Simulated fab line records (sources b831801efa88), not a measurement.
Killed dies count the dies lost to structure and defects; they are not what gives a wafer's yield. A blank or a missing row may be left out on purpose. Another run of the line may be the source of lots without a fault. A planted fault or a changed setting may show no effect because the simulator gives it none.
Which tool is to blame? || flow sky130 || 14 lots, 42 wafers sampled, at 2 steps of a route of 708

WHAT THE GAUGES READ, wafer by wafer
The record lacks any reading of a measuring or inspecting step that a usual standard deviation could be used to judge.

WHICH TOOL RAN EACH LOT (tool, then ch and the chambers of the sampled wafers, then the start)
{"lot": "L922", "SKY_VT_ADJUST_HVTP_SOFTBAKE_03": "litho track-03 ch 0, day 5 14:03", "SKY_PAD_OPEN_PROBE_99": "-"}
{"lot": "L923", "SKY_VT_ADJUST_HVTP_SOFTBAKE_03": "litho track-02 ch 0, day 5 22:25", "SKY_PAD_OPEN_PROBE_99": "prober-02, day 45 19:46"}
{"lot": "L924", "SKY_VT_ADJUST_HVTP_SOFTBAKE_03": "litho track-02 ch 0, day 6 05:19", "SKY_PAD_OPEN_PROBE_99": "-"}
{"lot": "L926", "SKY_VT_ADJUST_HVTP_SOFTBAKE_03": "litho track-03 ch 0, day 6 16:15", "SKY_PAD_OPEN_PROBE_99": "-"}
{"lot": "L928", "SKY_VT_ADJUST_HVTP_SOFTBAKE_03": "litho track-02 ch 0, day 7 09:30", "SKY_PAD_OPEN_PROBE_99": "-"}
{"lot": "L929", "SKY_VT_ADJUST_HVTP_SOFTBAKE_03": "litho track-04 ch 0, day 7 13:20", "SKY_PAD_OPEN_PROBE_99": "-"}
{"lot": "L930", "SKY_VT_ADJUST_HVTP_SOFTBAKE_03": "litho track-04 ch 0, day 7 20:22", "SKY_PAD_OPEN_PROBE_99": "prober-01, day 47 22:54"}
{"lot": "L932", "SKY_VT_ADJUST_HVTP_SOFTBAKE_03": "litho track-04 ch 0, day 8 04:34", "SKY_PAD_OPEN_PROBE_99": "prober-01, day 48 04:57"}
{"lot": "L933", "SKY_VT_ADJUST_HVTP_SOFTBAKE_03": "litho track-04 ch 0, day 8 12:16", "SKY_PAD_OPEN_PROBE_99": "-"}
{"lot": "L937", "SKY_VT_ADJUST_HVTP_SOFTBAKE_03": "litho track-03 ch 0, day 9 11:58", "SKY_PAD_OPEN_PROBE_99": "-"}
{"lot": "L942", "SKY_VT_ADJUST_HVTP_SOFTBAKE_03": "litho track-03 ch 0, day 10 22:33", "SKY_PAD_OPEN_PROBE_99": "-"}
{"lot": "L943", "SKY_VT_ADJUST_HVTP_SOFTBAKE_03": "litho track-03 ch 0, day 11 06:16", "SKY_PAD_OPEN_PROBE_99": "-"}
{"lot": "L944", "SKY_VT_ADJUST_HVTP_SOFTBAKE_03": "litho track-02 ch 0, day 11 09:40", "SKY_PAD_OPEN_PROBE_99": "prober-01, day 50 17:58"}
{"lot": "L945", "SKY_VT_ADJUST_HVTP_SOFTBAKE_03": "litho track-04 ch 0, day 11 17:26", "SKY_PAD_OPEN_PROBE_99": "prober-02, day 50 21:50"}
- SKY_VT_ADJUST_HVTP_SOFTBAKE_03: time 60 s.
- SKY_PAD_OPEN_PROBE_99

AS READ BY THE TOOLS THEMSELVES (means over the sampled wafers that have a number; for cases with no such wafer, the mark the record gives instead)
SKY_VT_ADJUST_HVTP_SOFTBAKE_03.
{"lot": "L922", "tool": "litho track-03", "run length s (s)": 89.20}
{"lot": "L923", "tool": "litho track-02", "run length s (s)": 88.96}
{"lot": "L924", "tool": "litho track-02", "run length s (s)": 89.08}
{"lot": "L926", "tool": "litho track-03", "run length s (s)": 89.13}
{"lot": "L928", "tool": "litho track-02", "run length s (s)": 89.12}
{"lot": "L929", "tool": "litho track-04", "run length s (s)": 89.14}
{"lot": "L930", "tool": "litho track-04", "run length s (s)": 89.07}
{"lot": "L932", "tool": "litho track-04", "run length s (s)": 89.14}
{"lot": "L933", "tool": "litho track-04", "run length s (s)": 89.09}
{"lot": "L937", "tool": "litho track-03", "run length s (s)": 89.13}
{"lot": "L942", "tool": "litho track-03", "run length s (s)": 109.57}
{"lot": "L943", "tool": "litho track-03", "run length s (s)": 109.70}
{"lot": "L944", "tool": "litho track-02", "run length s (s)": 88.95}
{"lot": "L945", "tool": "litho track-04", "run length s (s)": 89.17}

SKY_PAD_OPEN_PROBE_99.
{"lot": "L923", "tool": "prober-02", "killed_at_M0_to_M3": 40, "killed_at_M4_up": 3.0, "killed at contacts": 23, "killed at front end": 18, "killed at other": 0.3, "killed dies": 85, "killed on rim": 18, "killed open": 42, "killed short": 43}
{"lot": "L930", "tool": "prober-01", "killed_at_M0_to_M3": 46, "killed_at_M4_up": 4.7, "killed at contacts": 27, "killed at front end": 12, "killed at other": 0.0, "killed dies": 90, "killed on rim": 19, "killed open": 52, "killed short": 37}
{"lot": "L932", "tool": "prober-01", "killed_at_M0_to_M3": 44, "killed_at_M4_up": 2.7, "killed at contacts": 19, "killed at front end": 12, "killed at other": 0.3, "killed dies": 78, "killed on rim": 14, "killed open": 41, "killed short": 37}
{"lot": "L944", "tool": "prober-01", "killed_at_M0_to_M3": 44, "killed_at_M4_up": 3.3, "killed at contacts": 24, "killed at front end": 11, "killed at other": 0.0, "killed dies": 82, "killed on rim": 17, "killed open": 41, "killed short": 41}
{"lot": "L945", "tool": "prober-02", "killed_at_M0_to_M3": 44, "killed_at_M4_up": 2.0, "killed at contacts": 25, "killed at front end": 15, "killed at other": 0.3, "killed dies": 86, "killed on rim": 17, "killed open": 46, "killed short": 40}

THE ANSWER, worked out from the rows above alone
Rule: the usual values come from the lots themselves. The widest of any qualifying gaps counts: lots, ordered by their means at a reading, are off when they make up no more than a third of the lots, leave a main group of 4 or more, and stand apart from it by 3 or more times the standard deviation of that group's means. A main group is skipped when, at the precision printed for the reading in the tables above, its means are all equal. A lot without any number at a reading at which 4 lots or more have one is off too. Any other lot the step has rows for is counted as sound. First the gauges in route order, then the tools' own readings, where a lot's mean is used as printed above. At the first step where some lot is off, the reading lying furthest off is the one used; lots without a number count as furthest.
Off at SKY_VT_ADJUST_HVTP_SOFTBAKE_03 (run length s): L942, L943. Main group: mean 89.10 s, sd 0.073.
If a tool, at that step or one of the process steps before it, ran each lot that is off and ran no sound lot following the first of them, it fits. One fits: litho track-03 at SKY_VT_ADJUST_HVTP_SOFTBAKE_03. Its last sound lot is L937 (day 9 11:58), its first lot that is off L942 (day 10 22:33): a fault that began between those two fits.
The tool's own readings at SKY_VT_ADJUST_HVTP_SOFTBAKE_03 bear it out: on the lots that are off they differ by more than 5 times the standard deviation of the sound lots' means. run length s reads 109.63 s there against 89.10 s on the sound lots.

WHAT THE SIMULATOR HAD INSERTED
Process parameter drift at SKY_VT_ADJUST_HVTP_SOFTBAKE_03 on litho track-03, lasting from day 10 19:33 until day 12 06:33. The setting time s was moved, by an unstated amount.
Lots struck among those shown: L942, L943. Same finding as the rule above.
